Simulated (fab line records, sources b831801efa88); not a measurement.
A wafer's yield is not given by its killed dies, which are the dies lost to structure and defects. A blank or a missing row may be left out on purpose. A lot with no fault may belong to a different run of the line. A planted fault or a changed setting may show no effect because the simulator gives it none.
Which tool is to blame? + flow sfq_line + 38 wafers from 13 lots sampled at 5 of the route's 325 steps

WHAT EACH GAUGE READ, for each wafer
SFQ_M8_RS_MEAS_949: a four-point-probe measurement. Usual: for M8_AU_RS the level is 0.1541 ohm/sq and the standard deviation is 0.0019.
| lot  | measured     | on            | M8_AU_RS (ohm/sq)           | flag |
|------|--------------|---------------|-----------------------------|------|
| L445 | day 68 19:17 | film_metro-02 | 0.1534 0.1538 0.1546        |      |
| L446 | day 68 20:29 | film_metro-02 | 0.1545 0.1554 0.1541        |      |
| L447 | day 68 21:39 | film_metro-03 | 0.1515 0.1506 0.1522        |      |
| L448 | day 70 13:13 | film_metro-03 | 0.1567 0.1567 0.1586        |      |
| L449 | day 70 20:27 | film_metro-01 | 0.1540 0.1559 0.1542        |      |
| L452 | day 71 21:35 | film_metro-02 | 0.1570 0.1591 0.1592        |      |
| L453 | day 75 00:16 | film_metro-01 | 0.1558 0.1569 0.1553        |      |
| L455 | day 75 09:16 | film_metro-02 | 0.1517 0.1521 0.1519        |      |
| L456 | day 75 12:53 | film_metro-01 | 0.1552 0.1529 0.1516        |      |
| L457 | day 75 18:52 | film_metro-01 | 0.1572 0.1538 0.1556        |      |
| L459 | day 80 10:47 | film_metro-02 | 0.1545 0.1528 0.1529        |      |
| L460 | day 80 15:34 | film_metro-02 | 0.1523 0.1536 0.1513        |      |
| L462 | day 80 22:55 | film_metro-02 | 0.1657 0.1539 0.1659 0.1540 | OFF  |

SFQ_M8_THK_MEAS_950: measures by xrf. Usual: for M8_AU_THK the level is 182.5 nm and the standard deviation is 2.5.
| lot  | measured     | on            | M8_AU_THK (nm)          | flag |
|------|--------------|---------------|-------------------------|------|
| L445 | day 68 19:23 | film_metro-02 | 183.1 183.6 183.5       |      |
| L446 | day 68 20:35 | film_metro-02 | 183.0 181.1 182.2       |      |
| L447 | day 68 21:46 | film_metro-03 | 187.0 186.9 185.0       |      |
| L448 | day 70 13:19 | film_metro-03 | 180.1 180.1 178.6       |      |
| L449 | day 70 20:32 | film_metro-01 | 180.6 178.7 181.5       |      |
| L452 | day 71 21:43 | film_metro-02 | 179.6 177.4 178.2       |      |
| L453 | day 75 00:23 | film_metro-01 | 179.9 177.6 179.5       |      |
| L455 | day 75 09:23 | film_metro-02 | 185.2 184.1 185.0       |      |
| L456 | day 75 13:00 | film_metro-01 | 180.2 183.2 183.7       |      |
| L457 | day 75 18:59 | film_metro-01 | 177.8 181.4 180.1       |      |
| L459 | day 80 10:53 | film_metro-02 | 182.9 184.9 185.3       |      |
| L460 | day 80 15:40 | film_metro-02 | 186.6 183.6 187.2       |      |
| L462 | day 81 05:29 | film_metro-02 | 169.6 182.1 169.7 181.8 |      |

EACH LOT AND THE TOOL THAT RAN IT (in order: tool; ch and the chambers of the sampled wafers; start)
| lot  | SFQ_TRILAYER_I2_METRO_MEASURE_065 | SFQ_TRILAYER_M5_ETCH_METAL_ETCH_126 | SFQ_TRILAYER_M8_DEP_EVAP_196 |
|------|-----------------------------------|-------------------------------------|------------------------------|
| L445 | film_metro-03, day 23 18:55       | rie_metal-02 ch 0,1, day 43 19:13   | pvd_sputter-01, day 68 18:44 |
| L446 | film_metro-01, day 23 21:55       | rie_metal-02 ch 0,1, day 44 13:13   | pvd_sputter-02, day 68 19:56 |
| L447 | film_metro-02, day 30 03:49       | rie_metal-01 ch 0,1, day 45 11:57   | pvd_sputter-01, day 68 21:08 |
| L448 | film_metro-01, day 30 12:04       | rie_metal-04 ch 0,1, day 45 13:16   | pvd_sputter-02, day 70 12:40 |
| L449 | film_metro-03, day 30 21:13       | rie_metal-01 ch 0,1, day 45 14:32   | pvd_sputter-01, day 70 19:52 |
| L452 | film_metro-02, day 31 06:13       | rie_metal-01 ch 0,1, day 47 12:37   | pvd_sputter-02, day 71 21:04 |
| L453 | film_metro-02, day 31 11:37       | rie_metal-01 ch 0,1, day 48 09:01   | pvd_sputter-02, day 74 23:46 |
| L455 | film_metro-03, day 31 17:37       | rie_metal-04 ch 1, day 48 22:13     | pvd_sputter-02, day 75 08:46 |
| L456 | film_metro-03, day 31 22:37       | rie_metal-04 ch 0,1, day 60 04:48   | pvd_sputter-02, day 75 12:22 |
| L457 | film_metro-01, day 31 23:37       | rie_metal-02 ch 1, day 60 06:03     | pvd_sputter-02, day 75 18:22 |
| L459 | film_metro-01, day 32 04:56       | rie_metal-04 ch 0,1, day 60 08:27   | pvd_sputter-01, day 80 10:13 |
| L460 | film_metro-02, day 32 06:32       | rie_metal-02 ch 0,1, day 60 09:35   | pvd_sputter-02, day 80 15:01 |
| L462 | film_metro-01, day 32 09:44       | rie_metal-04 ch 1, day 60 12:03     | pvd_sputter-02, day 80 22:21 |
- SFQ_TRILAYER_I2_METRO_MEASURE_065
- SFQ_TRILAYER_M5_ETCH_METAL_ETCH_126: etches Nb in Cl2/BCl3, stops on SiO2, time 203.2 s, target depth 265 nm.
- SFQ_TRILAYER_M8_DEP_EVAP_196: material Au, target thk 180 nm, time 900 s.

AS READ BY THE TOOLS THEMSELVES (means over the sampled wafers that have a number; for cases with no such wafer, the mark the record gives instead)
SFQ_TRILAYER_I2_METRO_MEASURE_065. Usual: 200.2 nm for thk_nm, sd 1.1.
| lot  | tool          | thk_nm (nm) | flag |
|------|---------------|-------------|------|
| L445 | film_metro-03 | 201.7       |      |
| L446 | film_metro-01 | 200.9       |      |
| L447 | film_metro-02 | 200.6       |      |
| L448 | film_metro-01 | 199.3       |      |
| L449 | film_metro-03 | 199.7       |      |
| L452 | film_metro-02 | 202.6       |      |
| L453 | film_metro-02 | 200.5       |      |
| L455 | film_metro-03 | 201.1       |      |
| L456 | film_metro-03 | 198.6       |      |
| L457 | film_metro-01 | 200.2       |      |
| L459 | film_metro-01 | 200.7       |      |
| L460 | film_metro-02 | 200.3       |      |
| L462 | film_metro-01 | 199.0       |      |

SFQ_TRILAYER_M5_ETCH_METAL_ETCH_126. Usual: drypump_motor_current_A 5.9 A, standard deviation 0.4; he_backside_leak_sccm 3.40 sccm, standard deviation 0.18; oes_product_au 0.727 a.u., standard deviation 0.0054.
| lot  | tool         | drypump_motor_current_A (A) | he_backside_leak_sccm (sccm) | oes_product_au (a.u.) | flag |
|------|--------------|-----------------------------|------------------------------|-----------------------|------|
| L445 | rie_metal-02 | 5.6                         | 3.50                         | 0.728                 |      |
| L446 | rie_metal-02 | 5.6                         | 3.52                         | 0.728                 |      |
| L447 | rie_metal-01 | 5.7                         | 3.43                         | 0.726                 |      |
| L448 | rie_metal-04 | 6.1                         | 3.03                         | 0.730                 |      |
| L449 | rie_metal-01 | 5.7                         | 3.44                         | 0.724                 |      |
| L452 | rie_metal-01 | 5.7                         | 3.37                         | 0.725                 |      |
| L453 | rie_metal-01 | 5.7                         | 3.47                         | 0.728                 |      |
| L455 | rie_metal-04 | 5.7                         | 3.39                         | 0.728                 |      |
| L456 | rie_metal-04 | 6.1                         | 3.28                         | 0.721                 |      |
| L457 | rie_metal-02 | 5.2                         | 3.39                         | 0.728                 |      |
| L459 | rie_metal-04 | 6.1                         | 3.53                         | 0.729                 |      |
| L460 | rie_metal-02 | 6.1                         | 3.40                         | 0.724                 |      |
| L462 | rie_metal-04 | 5.7                         | 3.43                         | 0.723                 |      |

THE ANSWER, worked out from the rows above alone
Rule: a lot counts as off when the mean over its wafers that have a number is more than 3 standard deviations away from the usual mean. A lot without any number at a reading at which 4 lots or more have one is off too. Any other lot the step has rows for is counted as sound. Order of review: gauges by route order, followed by the tools' own readings, for which a lot's mean as printed above is used. The first step at which some lot is off is used, and at that step the reading that is off furthest; a lot without a number counts as furthest.
Off: at SFQ_M8_RS_MEAS_949 (M8_AU_RS), L462.
If a tool, at a process step before that reading, ran all the lots that are off and no sound lot after the first of them, it fits. Gauges at SFQ_M8_RS_MEAS_949: tried the same way as those tools. Can't be told from this: 4 tools fit, film_metro-01 at SFQ_TRILAYER_I2_METRO_MEASURE_065, rie_metal-04 at SFQ_TRILAYER_M5_ETCH_METAL_ETCH_126, pvd_sputter-02 at SFQ_TRILAYER_M8_DEP_EVAP_196, film_metro-02 at SFQ_M8_RS_MEAS_949.

WHAT HAD BEEN PUT IN BY THE SIMULATOR
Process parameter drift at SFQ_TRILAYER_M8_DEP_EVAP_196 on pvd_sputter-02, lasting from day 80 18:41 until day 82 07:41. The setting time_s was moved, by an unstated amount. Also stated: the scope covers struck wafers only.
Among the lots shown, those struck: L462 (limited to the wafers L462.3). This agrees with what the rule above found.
